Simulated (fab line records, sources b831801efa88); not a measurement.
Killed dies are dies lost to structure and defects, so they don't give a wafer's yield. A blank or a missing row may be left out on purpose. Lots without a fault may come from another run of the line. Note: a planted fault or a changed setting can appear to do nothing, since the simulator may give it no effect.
A single fault, viewed from 2 desks ; flow gf180mcu ; each desk holds nothing but its own numbers, with what lay behind them at the end

== AT THE TOOL OWNER'S DESK: hdpcvd-01 ==
The tool's own readings at GF_STI_CVD_23 (deposits SiO2, target thk 650 nm, time 108.3 s): means of the sampled wafers that have a number, for each lot that ran on this tool. A lot is out of limits, marked OUT, if its mean lies more than 4 standard deviations from the usual mean; the brackets give that distance.
Columns: A = susceptor-temp-C at GF_STI_CVD_23, usual 599.97 C
lot;first seen here;A
L745;day 2 04:14;599.98
L748;day 2 19:04;600.14
L749;day 3 02:00;600.03
L751;day 3 10:19;600.09
L752;day 3 20:19;599.95
L757;day 4 21:35;600.04
L760;day 5 09:17;599.63
L761;day 5 15:50;600.07
This desk's verdict: no lot among the 8 shows anything out of limits.

== FROM THE METROLOGY DESK ==
Lot by lot, what the gauges showed, no matter which tool ran the lot: averages of those sampled wafers that carry a number. A lot is out of limits, marked OUT, if its mean lies more than 4 standard deviations from the usual mean; the brackets give that distance.
Columns: A = PASSIVATION_CVD_02_THK at GF_PASSIVATION_THK_MEAS_03, usual 701 nm
lot;first seen here;A
L745;day 27 23:34;706
L746;day 28 03:01;719
L748;day 28 19:08;692
L749;day 29 03:07;688
L750;day 29 10:34;684
L751;day 29 21:37;704
L752;day 30 10:13;715
L753;day 30 11:17;719
L754;day 30 21:46;691
L757;day 31 15:22;694
L760;day 32 08:28;726
L761;day 32 13:13;694
L764;day 33 11:10;688
L767;day 34 08:04;709
This desk's verdict: no lot among the 14 shows anything out of limits.

== PUT TOGETHER ==
Nothing out of limits was seen by the tool owner's desk.
At the metrology desk, nothing out of limits was observed.

== WHAT THE SIMULATOR HAD PUT IN ==
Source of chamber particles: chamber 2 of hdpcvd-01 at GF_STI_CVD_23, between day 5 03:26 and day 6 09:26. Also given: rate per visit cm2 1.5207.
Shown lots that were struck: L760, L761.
